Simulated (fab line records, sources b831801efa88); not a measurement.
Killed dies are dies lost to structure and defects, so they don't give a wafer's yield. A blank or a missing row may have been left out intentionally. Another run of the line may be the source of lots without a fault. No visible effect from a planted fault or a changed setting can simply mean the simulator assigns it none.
Split-lot experiment    flow sky130    23 wafers read from 5 lots, route of 708 steps

## THE SPLIT ITSELF
At SKY_CONTACT_HDPCVD_02 (deposits SiO2, target thk 565 nm, time 94.2 s), the setting sih4FlowSccm was moved away from the recipe's 60 sccm on 5 of the 23 wafers read, by -13.2% to -12.3%. The other wafers ran this setting at the recipe's value.

No step appears in the file between the split and the reading.

## THE READING
Values of CONTACT_HDPCVD_THK in nm from SKY_CONTACT_THK_MEAS_03. A value of 565 nm with a standard deviation of 5.7 nm is what fault-free wafers of this fab line usually give.

wafer   tool, chamber at the split  sih4FlowSccm as run, sccm  against the recipe  CONTACT_HDPCVD_THK, nm  against lot-mates on the recipe
L077.1  hdpcvd-02, 2                60                         recipe              573                     -
L077.2  hdpcvd-02, 0                52.06                      -13.2%              493                     -75
L077.3  hdpcvd-02, 1                60                         recipe              563                     -
L077.4  hdpcvd-02, 1                52.06                      -13.2%              487                     -81
L077.5  hdpcvd-02, 2                52.06                      -13.2%              492                     -76
L079.1  hdpcvd-01, 1                60                         recipe              564                     -
L079.2  hdpcvd-01, 2                60                         recipe              565                     -
L079.3  hdpcvd-01, 0                60                         recipe              568                     -
L079.4  hdpcvd-01, 2                60                         recipe              563                     -
L079.5  hdpcvd-01, 1                60                         recipe              564                     -
L080.2  hdpcvd-02, 0                52.63                      -12.3%              498                     -67
L080.3  hdpcvd-02, 2                60                         recipe              562                     -
L080.4  hdpcvd-02, 2                60                         recipe              568                     -
L080.5  hdpcvd-02, 1                60                         recipe              565                     -
L080.6  hdpcvd-02, 0                52.63                      -12.3%              507                     -58
L083.1  hdpcvd-02, 1                60                         recipe              557                     -
L083.3  hdpcvd-02, 0                60                         recipe              559                     -
L083.4  hdpcvd-02, 2                60                         recipe              569                     -
L083.5  hdpcvd-02, 0                60                         recipe              568                     -
L083.6  hdpcvd-02, 1                60                         recipe              554                     -
L085.1  hdpcvd-01, 2                60                         recipe              552                     -
L085.2  hdpcvd-01, 0                60                         recipe              569                     -
L085.4  hdpcvd-01, 0                60                         recipe              564                     -

FIT RESULTS
A straight line over all 23 wafers: CONTACT_HDPCVD_THK changes by +5.33 nm for each +1% of sih4FlowSccm; r = +0.98; the points scatter about the line by 5.4 nm.
The same after taking each lot's own level away (the mean of its wafers on the recipe; 23 wafers): +5.57 nm for each +1%; r = +0.99; scatter 5.3 nm.
On that fit, the largest move of sih4FlowSccm shifts the reading by 74 nm.
Across the lots, their own levels run from 561.4 to 568.0 nm, a range of 1.2 times the standard deviation given above.
The two slopes agree, so the slope changes little with the lot-to-lot level.
Check: -73.3 nm against its lot-mates is what the line predicts for one of the wafers moved furthest among these (-13.2%) when that wafer is left out of the fit. It came out at -75 nm against them.

## OTHER SPLITS ON THESE WAFERS
These wafers also went through other splits before the reading. Each is held against what the fit with the lots' levels taken away leaves over:
other split on the same wafers             wafers away from the commonest value  r with CONTACT_HDPCVD_THK (lot level and that fit taken away)
SKY_LOCAL_INTERCONNECT_METAL_ETCH_14 icpW  4                                     +0.01

## THE WHOLE CHAIN: every reading that the file lists as answering this split, in the file's order
step                     what it does                                   reading                                                                           change (the file's fit)               r (the file's)
SKY_CONTACT_HDPCVD_02    deposits SiO2, target thk 565 nm, time 94.2 s  SiO2_of_CONTACT_HDPCVD_02.thkNm (the simulator's own value, which no gauge read)  +5.47 nm for each +1% of the setting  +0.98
SKY_CONTACT_THK_MEAS_03                                                 CONTACT_HDPCVD_THK                                                                +5.49 for each +1% of the setting     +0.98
SKY_CONTACT_CMP_04       polishes SiO2                                  timeToEndpointS                                                                   withheld for each +1% of the setting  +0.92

## THE FILE'S OWN FIT
CONTACT_HDPCVD_THK changes by +5.49 nm for each +1% of sih4FlowSccm, r = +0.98.
